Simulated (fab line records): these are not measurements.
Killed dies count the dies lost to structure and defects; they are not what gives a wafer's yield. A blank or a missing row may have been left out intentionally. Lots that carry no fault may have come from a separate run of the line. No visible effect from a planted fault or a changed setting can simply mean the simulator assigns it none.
Chamber matching | flow gf180mcu | GF_V5_CVD_02 on pecvd-03 has 3 sister chambers
The step deposits SiO2 from TEOS, target thk 1450 nm, time 163.28 s. 20 wafers are shown with their chamber, then 10 later ones without.

== WAFERS PAIRED WITH THEIR CHAMBERS ==
wafer  | chamber | heaterPowerW (W) | susceptorTempC (C)
L076.1 | 0       | 773              | 400.19
L076.2 | 1       | 659              | 399.81
L076.5 | 0       | 838              | 399.86
L077.1 | 0       | 787              | 399.68
L077.4 | 2       | 707              | 400.25
L077.6 | 1       | 554              | 399.98
L080.3 | 0       | 685              | 399.97
L080.4 | 2       | 702              | 400.69
L080.6 | 1       | 554              | 400.03
L081.2 | 2       | 724              | 400.06
L081.5 | 0       | 671              | 399.91
L081.6 | 1       | 662              | 399.53
L082.1 | 2       | 625              | 399.67
L082.2 | 0       | 728              | 399.86
L082.5 | 0       | 816              | 399.80
L083.2 | 1       | 657              | 400.35
L083.3 | 2       | 668              | 399.87
L083.4 | 2       | 729              | 399.92
L085.1 | 1       | 691              | 399.97
L085.2 | 2       | 726              | 400.11

SIGNATURES (means of the wafers above)
reading        | chamber 0 | chamber 1 | chamber 2 | scatter within a chamber
heaterPowerW   | 756.86    | 629.50    | 697.29    | 54.9
susceptorTempC | 399.8957  | 399.9450  | 400.0814  | 0.261
Rule: a wafer lies at a distance from a chamber equal to the root of the sum of squares, over the readings, of (its reading less the chamber's mean, divided by the reading's scatter). The wafer belongs to the nearest chamber; if the next one is less than 2 further off, it can't be placed. How the scatter is found: for the shown wafers, subtract from each reading the mean of its chamber, square and add these, divide the total by (wafers less chambers), then take the root.

== WAFERS WITH NO CHAMBER GIVEN ==
wafer  | heaterPowerW (W) | susceptorTempC (C)
L085.5 | 591              | 400.07
L090.2 | 646              | 399.57
L090.3 | 685              | 400.46
L090.5 | 681              | 400.21
L091.2 | 558              | 400.03
L091.4 | 629              | 399.85
L091.6 | 689              | 400.16
L095.1 | 833              | 400.22
L095.2 | 661              | 399.99
L095.3 | 688              | 400.01

== WHICH CHAMBER EACH WENT THROUGH ==
wafer  | from the rows above          | in truth
L085.5 | can't be placed: 1 or 2      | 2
L090.2 | can't be placed: 1 or 2 or 0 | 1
L090.3 | can't be placed: 2 or 1 or 0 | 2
L090.5 | can't be placed: 2 or 1 or 0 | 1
L091.2 | can't be placed: 1 or 2      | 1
L091.4 | can't be placed: 1 or 2 or 0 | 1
L091.6 | can't be placed: 2 or 1 or 0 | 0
L095.1 | can't be placed: 0 or 2 or 1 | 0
L095.2 | can't be placed: 1 or 2 or 0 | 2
L095.3 | can't be placed: 2 or 1 or 0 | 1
Correctly placed: 0 of 10. Cannot be placed on the basis of these rows: 10; the candidates contain the true chamber in 10. Wrongly placed: 0.
